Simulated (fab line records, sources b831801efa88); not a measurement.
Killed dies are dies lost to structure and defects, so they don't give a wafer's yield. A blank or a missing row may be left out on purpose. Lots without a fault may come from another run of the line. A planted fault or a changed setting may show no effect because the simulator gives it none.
fab line records | flow gf180mcu
record lots=24 wafers=72 last_day=34
route steps=602 shown M4@458 V4@497 MIM@505 V5@541 TOP_METAL@570
lots that met no fault: from a run of the same line without faults
start_h: hours from the record's first day to the start of the lot's first wafer shown | wait_h: hours since the lot's step before | " the same as in the row above | L1.1+2: a row that stands for several wafers | - no value, or no start given | * or withheld: withheld | < > ~ a bound
route shown NAME@n: a module of which the file shows steps, and the number in the route of the first | usual: mean/standard deviation of fault-free wafers | same: alike in all rows | chamber/n: place in a boat | sites: the reading at each site | _std_site: their standard deviation | _edge_site: outer sites' mean less inner sites' | radius_mm: how far each site lies from the wafer's centre | mask NAME#n: copy n | behind: the tool/chamber that last shaped the wafer | hold: why the lot was held/for how many hours/how that ended | device: the transistor (n, p or np) that didn't switch | end of line: the same wafers' tests at the end of the route | a step without rows: its recipe alone | killed: dies lost to structure and defects at the first sort, not the wafer's yield | map: a wafer's dies, x killed, . not, _ none there
set.NAME: the setting as run; set.NAME@STEP: as run at that earlier step | model.NAME: the simulator's own value behind a step, which no gauge read
steps of the route over a sample of lots; a table a step, a row a wafer
services: from which hour (start_h, from the record's first day; less than 0 if before it) a tool's chamber was out of use, for how many hours, and why
## steps
# step GF_M4_SPUTTER_02
# recipe material=AlCu target_thk_nm=450 power_w=10600 time_s=23.9 chamber_pressure_pa=0.4
# usual throttle_valve_pct=30.1/0.83
# columns lot.wafer tool chamber start_h wait_h throttle_valve_pct
L074.1 pvd_sputter-02 - 507.91 0.0 31.2
L074.5 " - " " 29.9
L074.6 " - " " 30.9
L075.3 pvd_sputter-04 - 522.14 0.0 29.1
L075.5 " - " " 29.3
L075.6 " - " " 30.7
L077.1 pvd_sputter-03 - 533.35 0.0 30.2
L077.3 " - " " 28.3
L077.4 " - " " 29.8
L076.1 pvd_sputter-04 - 538.72 0.0 30.8
L076.2 " - " " 29.5
L076.5 " - " " 31.1
L078.3 pvd_sputter-02 - 542.00 0.0 30.0
L078.4 " - " " 31.0
L078.5 " - " " 31.1
L079.2 pvd_sputter-03 - 553.11 0.0 29.3
L079.3 " - " " 30.4
L079.4 " - " " 28.1
L080.2 pvd_sputter-03 - 575.53 0.0 29.8
L080.3 " - " " 28.4
L080.5 " - " " 30.2
L081.3 pvd_sputter-03 - 576.78 0.0 30.2
L081.4 " - " " 28.2
L081.6 " - " " 29.9
L082.2 pvd_sputter-04 - 582.22 0.0 30.2
L082.3 " - " " 29.2
L082.4 " - " " 29.5
L083.1 pvd_sputter-04 - 587.31 0.0 29.1
L083.2 " - " " 30.8
L083.6 " - " " 29.3
L084.1 pvd_sputter-02 - 605.50 0.0 30.0
L084.2 " - " " 31.0
L084.6 " - " " 31.1
L085.1 pvd_sputter-02 - 607.06 0.0 31.1
L085.3 " - " " 29.9
L085.6 " - " " 31.4
L086.1 pvd_sputter-02 - 614.55 0.0 30.1
L086.2 " - " " 30.9
L086.3 " - " " 30.7
L087.1 pvd_sputter-03 - 620.11 0.0 29.3
L087.3 " - " " 29.9
L087.6 " - " " 28.3
L088.3 pvd_sputter-02 - 627.57 0.0 29.8
L088.5 " - " " 30.9
L088.6 " - " " 30.8
L089.2 pvd_sputter-02 - 634.60 0.0 30.6
L089.4 " - " " 31.0
L089.5 " - " " 30.8
L090.1 pvd_sputter-03 - 644.63 0.0 30.1
L090.2 " - " " 29.3
L090.5 " - " " 29.5
L091.1 pvd_sputter-02 - 653.69 0.0 31.1
L091.2 " - " " 30.0
L091.3 " - " " 30.9
L092.2 pvd_sputter-03 - 657.83 0.0 28.3
L092.3 " - " " 29.8
L092.6 " - " " 29.8
L093.3 pvd_sputter-04 - 662.03 0.0 29.9
L093.4 " - " " 29.3
L093.5 " - " " 29.3
L094.3 pvd_sputter-02 - 674.08 0.0 31.2
L094.5 " - " " 31.1
L094.6 " - " " 30.7
L095.1 pvd_sputter-03 - 681.94 0.0 30.2
L095.3 " - " " 29.3
L095.5 " - " " 29.2
L096.2 pvd_sputter-02 - 689.79 0.0 30.8
L096.3 " - " " 30.1
L096.6 " - " " 29.9
L097.3 pvd_sputter-02 - 692.53 0.0 30.0
L097.4 " - " " 31.0
L097.6 " - " " 30.0
# step GF_M4_STRIP_17
# recipe chemistry=O2/N2 power_w=1400 pressure_mtorr=1500 platen_temp_c=250 o2_flow_sccm=3000 n2_flow_sccm=300 overash_fraction=0.5
# usual drypump_motor_current_A=5.9/0.38 heater_power_w=320/27 oes_product_au=0.538/0.0047 strip_time_to_endpoint_s=7.39/0.041
# columns lot.wafer tool chamber start_h wait_h drypump_motor_current_A heater_power_w oes_product_au rf_hours_counter_h strip_time_to_endpoint_s
L074.1 plasma_asher-02 1 531.05 0.1 5.7 262 0.538 45 7.43
L074.5 " 0 " " 4.9 309 0.537 - 7.44
L074.6 " 1 " " 5.7 259 0.536 - 7.40
L075.3 plasma_asher-01 0 545.58 0.1 5.5 323 0.543 - 7.44
L075.5 " 0 " " 5.5 319 0.542 - 7.43
L075.6 " 1 " " 6.3 315 0.526 - 7.37
L077.1 plasma_asher-01 0 556.28 0.1 5.5 317 0.532 90 7.35
L077.3 " 1 " " 6.2 315 0.536 - 7.35
L077.4 " 0 " " 5.5 319 0.548 - 7.43
L076.1 plasma_asher-01 1 560.83 0.1 6.2 316 0.539 91 7.50
L076.2 " 0 " " 5.5 317 0.545 91 7.43
L076.5 " 0 " " 5.5 320 0.535 - 7.40
L078.3 plasma_asher-02 1 564.03 0.1 5.7 256 0.538 - 7.45
L078.4 " 0 " " 4.9 312 0.541 - 7.43
L078.5 " 0 " " 4.9 309 0.544 - 7.42
L079.2 plasma_asher-01 1 575.03 0.1 6.2 316 0.533 92 7.43
L079.3 " 1 " " 6.2 319 0.537 - 7.43
L079.4 " 0 " " 5.5 316 0.534 - 7.43
L080.2 plasma_asher-01 0 597.43 0.1 5.5 320 0.534 95 7.31
L080.3 " 1 " " 6.2 315 0.533 - 7.37
L080.5 " 1 " " 6.2 314 0.534 - 7.29
L081.3 plasma_asher-03 1 598.76 0.1 6.1 303 0.539 - 7.37
L081.4 " 0 " " 6.1 369 0.538 - 7.34
L081.6 " 1 " " 6.1 302 0.541 - 7.34
L082.2 plasma_asher-03 0 604.38 0.1 6.1 371 0.538 78 7.37
L082.3 " 1 " " 6.1 304 0.538 - 7.36
L082.4 " 0 " " 6.0 368 0.539 - 7.45
L083.1 plasma_asher-03 0 608.58 0.1 6.1 369 0.536 78 7.39
L083.2 " 1 " " 6.1 301 0.537 78 7.39
L083.6 " 1 " " 6.1 295 0.537 - 7.43
L084.1 plasma_asher-01 0 626.45 0.1 5.5 323 0.537 98 7.42
L084.2 " 1 " " 6.2 317 0.537 98 7.35
L084.6 " 1 " " 6.2 311 0.538 - 7.33
L085.1 plasma_asher-03 1 628.88 0.1 6.2 301 0.532 80 7.35
L085.3 " 1 " " 6.2 295 0.533 - 7.30
L085.6 " 1 " " 6.1 302 0.536 - 7.38
L086.1 plasma_asher-01 0 637.13 0.2 5.5 317 0.534 99 7.41
L086.2 " 1 " " 6.3 311 0.536 99 7.45
L086.3 " 1 " " 6.2 309 0.540 - 7.40
L087.1 plasma_asher-01 1 640.45 0.1 6.2 309 0.538 99 7.38
L087.3 " 0 " " 5.5 315 0.532 - 7.36
L087.6 " 1 " " 6.3 311 0.546 - 7.36
L088.3 plasma_asher-01 0 647.61 0.1 5.5 328 0.532 - 7.34
L088.5 " 1 " " 6.2 316 0.534 - 7.37
L088.6 " 0 " " 5.5 316 0.539 - 7.34
L089.2 plasma_asher-03 0 654.88 0.1 6.1 373 0.533 83 7.37
L089.4 " 1 " " 6.1 297 0.536 - 7.38
L089.5 " 1 " " 6.2 293 0.532 - 7.42
L090.1 plasma_asher-01 0 663.98 0.1 5.5 329 0.548 101 7.42
L090.2 " 1 " " 6.2 316 0.543 101 7.38
L090.5 " 0 " " 5.5 315 0.534 - 7.35
L091.1 plasma_asher-03 0 673.23 0.1 6.1 366 0.536 85 7.40
L091.2 " 1 " " 6.1 309 0.528 85 7.35
L091.3 " 1 " " 6.1 297 0.543 - 7.37
L092.2 plasma_asher-01 1 677.23 0.1 6.2 311 0.539 103 7.42
L092.3 " 1 " " 6.2 322 0.545 - 7.41
L092.6 " 0 " " 5.5 324 0.545 - 7.39
L093.3 plasma_asher-03 1 681.91 0.1 6.1 303 0.538 - 7.35
L093.4 " 0 " " 6.1 361 0.537 - 7.40
L093.5 " 0 " " 6.1 367 0.541 - 7.38
L094.3 plasma_asher-02 1 693.01 0.1 5.7 255 0.537 - 7.43
L094.5 " 0 " " 4.9 312 0.543 - 7.46
L094.6 " 1 " " 5.7 261 0.546 - 7.39
L095.1 plasma_asher-03 0 701.28 0.1 6.0 369 0.539 87 7.45
L095.3 " 1 " " 6.2 302 0.543 - 7.47
L095.5 " 0 " " 6.1 362 0.541 - 7.46
L096.2 plasma_asher-03 1 708.55 0.1 6.1 302 0.534 88 7.43
L096.3 " 1 " " 6.1 304 0.530 - 7.40
L096.6 " 1 " " 6.1 306 0.537 - 7.42
L097.3 plasma_asher-01 1 710.68 0.1 6.2 318 0.531 - 7.38
L097.4 " 0 " " 5.5 325 0.540 - 7.41
L097.6 " 1 " " 6.2 319 0.533 - 7.39
# step GF_V4_SPUTTER_21
# recipe material=Ti target_thk_nm=15 chamber_pressure_pa=5 power_w=2500 substrate_temp_c=200 time_s=80.02
# usual substrate_temp_c=199.99/0.17 throttle_valve_pct=30.6/0.83
# columns lot.wafer tool chamber start_h wait_h substrate_temp_c throttle_valve_pct
L074.1 pvd_sputter-01 - 555.11 0.0 199.92 31.2
L074.5 " - " " 199.81 31.1
L074.6 " - " " 200.28 31.0
L075.3 pvd_sputter-01 - 569.92 0.0 200.18 31.5
L075.5 " - " " 200.04 31.3
L075.6 " - " " 199.91 29.8
L077.1 pvd_sputter-01 - 580.66 0.0 200.23 31.8
L077.3 " - " " 199.94 31.4
L077.4 " - " " 199.59 30.1
L076.1 pvd_sputter-02 - 585.11 0.0 200.10 30.9
L076.2 " - " " 199.98 30.9
L076.5 " - " " 199.93 30.5
L078.3 pvd_sputter-01 - 588.01 0.0 200.13 31.9
L078.4 " - " " 200.01 29.9
L078.5 " - " " 199.70 31.0
L079.2 pvd_sputter-04 - 598.51 0.0 200.27 29.1
L079.3 " - " " 199.70 29.3
L079.4 " - " " 200.22 29.9
L080.2 pvd_sputter-04 - 620.12 0.0 199.88 29.0
L080.3 " - " " 200.08 30.0
L080.5 " - " " 199.85 29.2
L081.3 pvd_sputter-01 - 622.15 0.0 200.23 31.6
L081.4 " - " " 200.12 32.2
L081.6 " - " " 200.02 32.2
L082.2 pvd_sputter-01 - 627.10 0.0 200.08 31.3
L082.3 " - " " 200.27 30.2
L082.4 " - " " 200.03 31.8
L083.1 pvd_sputter-01 - 631.91 0.0 199.97 31.2
L083.2 " - " " 200.07 31.2
L083.6 " - " " 199.90 31.7
L084.1 pvd_sputter-01 - 648.56 0.0 199.79 31.7
L084.2 " - " " 199.82 31.2
L084.6 " - " " 200.16 31.5
L085.1 pvd_sputter-04 - 651.02 0.0 200.10 28.9
L085.3 " - " " 200.10 29.5
L085.6 " - " " 199.97 29.4
L086.1 pvd_sputter-01 - 659.56 0.0 199.78 31.1
L086.2 " - " " 199.96 30.2
L086.3 " - " " 200.01 32.2
L087.1 pvd_sputter-01 - 662.21 0.0 200.10 31.3
L087.3 " - " " 199.75 31.8
L087.6 " - " " 200.16 29.9
L088.3 pvd_sputter-02 - 669.19 0.0 200.00 29.9
L088.5 " - " " 200.16 30.9
L088.6 " - " " 200.05 31.3
L089.2 pvd_sputter-04 - 675.87 0.0 199.95 29.2
L089.4 " - " " 200.39 30.5
L089.5 " - " " 199.79 29.0
L090.1 pvd_sputter-01 - 685.06 0.0 199.96 31.3
L090.2 " - " " 200.06 31.9
L090.5 " - " " 200.37 31.3
L091.1 pvd_sputter-02 - 694.13 0.0 199.97 29.9
L091.2 " - " " 200.33 31.1
L091.3 " - " " 200.09 30.7
L092.2 pvd_sputter-02 - 698.50 0.0 199.99 31.0
L092.3 " - " " 199.76 30.6
L092.6 " - " " 199.92 30.9
L093.3 pvd_sputter-04 - 702.37 0.0 199.96 29.7
L093.4 " - " " 199.85 29.2
L093.5 " - " " 199.93 29.0
L094.3 pvd_sputter-01 - 712.41 0.0 199.84 31.6
L094.5 " - " " 199.95 31.3
L094.6 " - " " 199.97 31.4
L095.1 pvd_sputter-02 - 720.96 0.0 200.12 30.8
L095.3 " - " " 200.00 30.9
L095.5 " - " " 200.07 31.1
L096.2 pvd_sputter-04 - 728.96 0.0 200.34 29.3
L096.3 " - " " 199.87 30.8
L096.6 " - " " 199.95 29.9
L097.3 pvd_sputter-04 - 731.20 0.0 200.26 29.7
L097.4 " - " " 199.93 30.9
L097.6 " - " " 200.02 30.8
# step GF_MIM_SPUTTER_02
# recipe material=AlCu target_thk_nm=450 power_w=10600 time_s=23.9 chamber_pressure_pa=0.4
# usual throttle_valve_pct=30.3/0.89
# columns lot.wafer tool chamber start_h wait_h throttle_valve_pct
L074.1 pvd_sputter-03 - 555.93 0.0 28.2
L074.5 " - " " 29.4
L074.6 " - " " 29.5
L075.3 pvd_sputter-02 - 570.75 0.0 30.8
L075.5 " - " " 30.7
L075.6 " - " " 30.0
L077.1 pvd_sputter-03 - 581.48 0.0 29.7
L077.3 " - " " 28.3
L077.4 " - " " 29.4
L076.1 pvd_sputter-03 - 585.94 0.0 28.4
L076.2 " - " " 29.4
L076.5 " - " " 30.0
L078.3 pvd_sputter-03 - 588.84 0.0 29.6
L078.4 " - " " 29.9
L078.5 " - " " 28.3
L079.2 pvd_sputter-01 - 599.43 0.0 32.0
L079.3 " - " " 31.2
L079.4 " - " " 30.1
L080.2 pvd_sputter-02 - 620.94 0.0 30.8
L080.3 " - " " 31.0
L080.5 " - " " 31.2
L081.3 pvd_sputter-02 - 622.98 0.0 30.8
L081.4 " - " " 30.1
L081.6 " - " " 29.8
L082.2 pvd_sputter-01 - 628.17 0.0 31.9
L082.3 " - " " 31.1
L082.4 " - " " 30.0
L083.1 pvd_sputter-02 - 632.84 0.0 30.1
L083.2 " - " " 31.0
L083.6 " - " " 30.7
L084.1 pvd_sputter-02 - 649.38 0.0 31.1
L084.2 " - " " 30.2
L084.6 " - " " 31.1
L085.1 pvd_sputter-02 - 651.84 0.0 29.8
L085.3 " - " " 30.7
L085.6 " - " " 31.1
L086.1 pvd_sputter-03 - 660.38 0.0 29.8
L086.2 " - " " 30.3
L086.3 " - " " 28.2
L087.1 pvd_sputter-03 - 663.04 0.0 28.1
L087.3 " - " " 30.1
L087.6 " - " " 29.3
L088.3 pvd_sputter-01 - 670.01 0.0 30.3
L088.5 " - " " 31.3
L088.6 " - " " 32.1
L089.2 pvd_sputter-02 - 676.69 0.0 30.0
L089.4 " - " " 30.9
L089.5 " - " " 31.2
L090.1 pvd_sputter-02 - 685.89 0.0 30.8
L090.2 " - " " 31.0
L090.5 " - " " 31.0
L091.1 pvd_sputter-02 - 694.95 0.0 30.7
L091.2 " - " " 29.9
L091.3 " - " " 31.2
L092.2 pvd_sputter-01 - 699.32 0.0 30.2
L092.3 " - " " 31.9
L092.6 " - " " 31.4
L093.3 pvd_sputter-03 - 703.19 0.0 29.2
L093.4 " - " " 29.9
L093.5 " - " " 29.4
L094.3 pvd_sputter-02 - 713.24 0.0 31.0
L094.5 " - " " 30.7
L094.6 " - " " 29.7
L095.1 pvd_sputter-01 - 722.26 0.0 31.5
L095.3 " - " " 31.8
L095.5 " - " " 31.9
L096.2 pvd_sputter-03 - 729.78 0.0 30.3
L096.3 " - " " 29.7
L096.6 " - " " 29.5
L097.3 pvd_sputter-02 - 732.02 0.0 30.8
L097.4 " - " " 31.0
L097.6 " - " " 30.8
# step GF_V5_THK_MEAS_01
# recipe reads=SiO2_of_V5_CVD_00
# usual V5_CVD_00_THK=301.4/2.8
# columns lot.wafer tool chamber start_h wait_h V5_CVD_00_THK[nm]
L074.1 film_metro-04 - 600.70 0.0 297.2
L074.5 " - " " 301.9
L074.6 " - " " 303.0
L075.3 film_metro-04 - 614.60 0.0 302.8
L075.5 " - " " 303.7
L075.6 " - " " 302.6
L077.1 film_metro-04 - 625.19 0.0 300.5
L077.3 " - " " 295.0
L077.4 " - " " 298.9
L076.1 film_metro-04 - 630.04 0.0 304.7
L076.2 " - " " 300.6
L076.5 " - " " 297.8
L078.3 film_metro-03 - 631.87 0.0 301.4
L078.4 " - " " 303.9
L078.5 " - " " 300.7
L079.2 film_metro-04 - 643.34 0.0 302.2
L079.3 " - " " 298.6
L079.4 " - " " 299.4
L080.2 film_metro-01 - 663.03 0.1 305.0
L080.3 " - " " 302.3
L080.5 " - " " 305.4
L081.3 film_metro-04 - 664.98 0.0 300.3
L081.4 " - " " 299.8
L081.6 " - " " 299.7
L082.2 film_metro-04 - 669.16 0.0 303.2
L082.3 " - " " 301.3
L082.4 " - " " 302.3
L083.1 film_metro-01 - 674.38 0.0 305.8
L083.2 " - " " 306.5
L083.6 " - " " 305.8
L084.1 film_metro-01 - 688.31 0.0 302.2
L084.2 " - " " 300.7
L084.6 " - " " 300.0
L085.1 film_metro-03 - 691.97 0.0 303.2
L085.3 " - " " 303.5
L085.6 " - " " 302.5
L086.1 film_metro-03 - 700.35 0.0 300.9
L086.2 " - " " 298.5
L086.3 " - " " 302.8
L087.1 film_metro-04 - 703.25 0.0 299.5
L087.3 " - " " 301.2
L087.6 " - " " 300.8
L088.3 film_metro-03 - 709.13 0.1 307.8
L088.5 " - " " 304.8
L088.6 " - " " 304.4
L089.2 film_metro-04 - 714.57 0.0 299.6
L089.4 " - " " 302.8
L089.5 " - " " 301.4
L090.1 film_metro-01 - 724.32 0.0 301.1
L090.2 " - " " 298.3
L090.5 " - " " 302.8
L091.1 film_metro-03 - 732.35 0.0 299.0
L091.2 " - " " 298.5
L091.3 " - " " 300.9
L092.2 film_metro-01 - 736.54 0.0 302.9
L092.3 " - " " 302.4
L092.6 " - " " 306.2
L093.3 film_metro-04 - 739.96 0.0 302.5
L093.4 " - " " 300.6
L093.5 " - " " 303.4
L094.3 film_metro-04 - 749.84 0.0 295.7
L094.5 " - " " 295.1
L094.6 " - " " 299.6
L095.1 film_metro-03 - 757.30 0.0 293.8
L095.3 " - " " 298.0
L095.5 " - " " 294.0
L096.2 film_metro-04 - 763.94 0.0 303.5
L096.3 " - " " 300.8
L096.6 " - " " 299.3
L097.3 film_metro-01 - 766.97 0.0 305.5
L097.4 " - " " 303.6
L097.6 " - " " 304.6
# step GF_TOP_METAL_SPUTTER_03
# recipe material=Ti target_thk_nm=5 substrate_temp_c=300 chamber_pressure_pa=0.3 power_w=3000 time_s=3.3
# usual substrate_temp_c=300.00/0.2 throttle_valve_pct=30.0/0.83
# columns lot.wafer tool chamber start_h wait_h substrate_temp_c throttle_valve_pct
L074.1 pvd_sputter-03 - 624.13 0.0 299.85 30.3
L074.5 " - " " 299.75 30.1
L074.6 " - " " 300.03 28.5
L075.3 pvd_sputter-03 - 638.56 0.0 300.11 29.4
L075.5 " - " " 299.72 28.3
L075.6 " - " " 300.51 29.8
L077.1 pvd_sputter-03 - 648.06 0.0 300.12 30.0
L077.3 " - " " 300.22 29.9
L077.4 " - " " 300.00 29.5
L076.1 pvd_sputter-02 - 652.61 0.0 299.92 29.8
L076.2 " - " " 300.06 31.3
L076.5 " - " " 300.26 30.7
L078.3 pvd_sputter-04 - 654.79 0.0 299.90 29.4
L078.4 " - " " 299.91 29.2
L078.5 " - " " 300.03 30.3
L079.2 pvd_sputter-04 - 664.50 0.0 299.73 31.0
L079.3 " - " " 299.74 29.2
L079.4 " - " " 299.96 29.5
L080.2 pvd_sputter-02 - 684.85 0.0 299.81 31.3
L080.3 " - " " 299.60 29.6
L080.5 " - " " 299.87 30.8
L081.3 pvd_sputter-04 - 686.30 0.0 300.07 29.2
L081.4 " - " " 300.15 31.0
L081.6 " - " " 300.06 30.1
L082.2 pvd_sputter-04 - 690.58 0.0 299.63 29.2
L082.3 " - " " 300.04 29.4
L082.4 " - " " 299.77 30.0
L083.1 pvd_sputter-04 - 695.11 0.0 299.58 29.9
L083.2 " - " " 300.36 29.1
L083.6 " - " " 300.09 29.2
L084.1 pvd_sputter-04 - 709.28 0.0 300.09 29.2
L084.2 " - " " 299.80 30.9
L084.6 " - " " 299.63 30.0
L085.1 pvd_sputter-02 - 712.45 0.0 299.63 31.0
L085.3 " - " " 300.07 31.0
L085.6 " - " " 300.03 31.1
L086.1 pvd_sputter-03 - 720.43 0.0 300.11 30.0
L086.2 " - " " 300.16 28.3
L086.3 " - " " 299.97 29.4
L087.1 pvd_sputter-03 - 723.26 0.0 299.74 28.3
L087.3 " - " " 299.82 29.9
L087.6 " - " " 299.83 28.4
L088.3 pvd_sputter-02 - 729.27 0.0 300.34 29.9
L088.5 " - " " 300.16 30.5
L088.6 " - " " 299.88 30.0
L089.2 pvd_sputter-02 - 734.58 0.0 299.99 29.9
L089.4 " - " " 299.97 30.9
L089.5 " - " " 300.01 30.1
L090.1 pvd_sputter-04 - 743.36 0.0 299.90 29.8
L090.2 " - " " 300.16 30.9
L090.5 " - " " 300.55 30.9
L091.1 pvd_sputter-02 - 751.55 0.0 300.03 31.0
L091.2 " - " " 299.97 31.1
L091.3 " - " " 299.82 29.7
L092.2 pvd_sputter-02 - 755.57 0.0 300.02 30.9
L092.3 " - " " 299.91 30.1
L092.6 " - " " 300.28 30.6
L093.3 pvd_sputter-03 - 758.82 0.0 300.00 28.5
L093.4 " - " " 300.21 30.2
L093.5 " - " " 299.94 30.0
L094.3 pvd_sputter-03 - 768.32 0.0 300.22 30.0
L094.5 " - " " 299.78 29.7
L094.6 " - " " 300.15 28.1
L095.1 pvd_sputter-02 - 775.56 0.0 299.75 30.1
L095.3 " - " " 299.90 30.8
L095.5 " - " " 300.27 29.8
L096.2 pvd_sputter-04 - 781.50 0.0 299.92 30.4
L096.3 " - " " 300.03 29.3
L096.6 " - " " 299.78 29.9
L097.3 pvd_sputter-04 - 785.27 0.0 300.12 29.0
L097.4 " - " " 299.90 30.9
L097.6 " - " " 299.67 29.4
## services
# columns tool chamber start_h hours kind
pvd_sputter-01 - 491.49 1.6 repair
plasma_asher-01 - 494.47 14.6 pm
plasma_asher-02 - 511.76 2.8 pm
pvd_sputter-02 - 513.99 8.7 repair
pvd_sputter-04 - 569.57 11.1 repair
pvd_sputter-02 2 589.62 - consumable_replace:kit
pvd_sputter-02 2 589.62 18.0 scheduled_down
pvd_sputter-02 2 589.62 18.0 vent_cycle
pvd_sputter-03 - 598.66 4.5 repair
pvd_sputter-02 - 639.51 5.5 repair
pvd_sputter-01 - 650.43 9.1 repair
pvd_sputter-04 - 659.24 1.4 repair
plasma_asher-01 - 661.01 2.8 pm
pvd_sputter-01 - 676.46 5.7 repair
pvd_sputter-02 1 684.90 - consumable_replace:kit
pvd_sputter-02 1 684.90 18.0 scheduled_down
pvd_sputter-02 1 684.90 18.0 vent_cycle
plasma_asher-02 - 699.55 3.7 repair
pvd_sputter-02 - 709.63 1.0 repair
plasma_asher-01 - 717.96 0.7 repair
pvd_sputter-01 - 731.88 1.9 repair
plasma_asher-01 - 733.75 9.0 pm
plasma_asher-02 - 735.31 14.6 pm
pvd_sputter-03 - 764.35 3.2 repair
## key
fault none
